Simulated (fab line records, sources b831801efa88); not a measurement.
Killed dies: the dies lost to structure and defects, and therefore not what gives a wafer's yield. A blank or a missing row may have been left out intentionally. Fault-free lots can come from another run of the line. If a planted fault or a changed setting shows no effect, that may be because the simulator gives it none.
Which of the tools did it? || flow gf180mcu || 8 lots with 24 wafers sampled at 3 steps, on a route of 602 steps

== WHAT THE GAUGES SHOWED, per wafer ==
GF_VT_IMPLANT_RS_MEAS_47: measurement is done with a four-point probe.
{"lot": "L176", "measured": "day 7 14:50", "on": "film metro-04", "NWELL_RS (ohm/sq)": "488.1 486.1 489.1"}
{"lot": "L177", "measured": "day 7 20:35", "on": "film metro-02", "NWELL_RS (ohm/sq)": "488.7 489.5 489.7"}
{"lot": "L179", "measured": "day 8 11:12", "on": "film metro-03", "NWELL_RS (ohm/sq)": "486.6 487.5 487.0"}
{"lot": "L180", "measured": "day 8 17:28", "on": "film metro-03", "NWELL_RS (ohm/sq)": "487.5 489.0 488.7"}
{"lot": "L183", "measured": "day 9 12:26", "on": "film metro-02", "NWELL_RS (ohm/sq)": "487.4 486.5 488.1"}
{"lot": "L185", "measured": "day 10 02:34", "on": "film metro-04", "NWELL_RS (ohm/sq)": "- - -"}
{"lot": "L186", "measured": "day 10 09:44", "on": "film metro-04", "NWELL_RS (ohm/sq)": "- - -"}
{"lot": "L187", "measured": "day 10 16:12", "on": "film metro-04", "NWELL_RS (ohm/sq)": "- - -"}

== TOOL THAT RAN EACH LOT (tool first, then ch and the chambers of the sampled wafers, then the start) ==
{"lot": "L176", "GF_DNWELL_STRIP_08": "plasma asher-02 ch 0,1, day 2 19:13", "GF_NWELL_IMPLANT_08": "implanter-02 ch 0, day 3 08:08"}
{"lot": "L177", "GF_DNWELL_STRIP_08": "plasma asher-03 ch 0,1, day 3 00:23", "GF_NWELL_IMPLANT_08": "implanter-02 ch 0, day 3 13:17"}
{"lot": "L179", "GF_DNWELL_STRIP_08": "plasma asher-03 ch 0,1, day 3 11:46", "GF_NWELL_IMPLANT_08": "implanter-02 ch 0, day 4 00:43"}
{"lot": "L180", "GF_DNWELL_STRIP_08": "plasma asher-01 ch 0,1, day 3 16:37", "GF_NWELL_IMPLANT_08": "implanter-02 ch 0, day 4 06:26"}
{"lot": "L183", "GF_DNWELL_STRIP_08": "plasma asher-03 ch 0,1, day 4 08:34", "GF_NWELL_IMPLANT_08": "implanter-03 ch 0, day 4 22:05"}
{"lot": "L185", "GF_DNWELL_STRIP_08": "plasma asher-01 ch 0,1, day 4 19:19", "GF_NWELL_IMPLANT_08": "implanter-03 ch 0, day 5 09:35"}
{"lot": "L186", "GF_DNWELL_STRIP_08": "plasma asher-03 ch 0,1, day 5 00:47", "GF_NWELL_IMPLANT_08": "implanter-03 ch 0, day 5 15:17"}
{"lot": "L187", "GF_DNWELL_STRIP_08": "plasma asher-02 ch 0,1, day 5 06:17", "GF_NWELL_IMPLANT_08": "implanter-03 ch 0, day 5 20:17"}
- GF_DNWELL_STRIP_08: strips in O2/N2.
- GF_NWELL_IMPLANT_08

== THE ANSWER, worked out from the rows above alone ==
Rule: usual is defined by the lots themselves. The widest of any qualifying gaps counts: lots, ordered by their means at a reading, are off when they make up no more than a third of the lots, leave a main group of 4 or more, and stand apart from it by 3 or more times the standard deviation of that group's means. The tables above print the reading to a certain number of digits; a main group whose means all agree to those digits is not used. A lot without any number at a reading at which 4 lots or more have one is off too. The other lots that the step has rows for count as sound.
Off: L185, L186, L187, seen at GF_VT_IMPLANT_RS_MEAS_47 (NWELL_RS). Without a number there: L185, L186, L187. The main group: mean 488.0 ohm/sq, standard deviation 0.81.
If a tool, at a process step before that reading, ran all the lots that are off and no sound lot after the first of them, it fits. Gauges at GF_VT_IMPLANT_RS_MEAS_47: tried the same way as those tools. 2 tools fit, implanter-03 at GF_NWELL_IMPLANT_08 and film metro-04 at GF_VT_IMPLANT_RS_MEAS_47, so this cannot tell which one it is.

== WHAT HAD BEEN PUT IN BY THE SIMULATOR ==
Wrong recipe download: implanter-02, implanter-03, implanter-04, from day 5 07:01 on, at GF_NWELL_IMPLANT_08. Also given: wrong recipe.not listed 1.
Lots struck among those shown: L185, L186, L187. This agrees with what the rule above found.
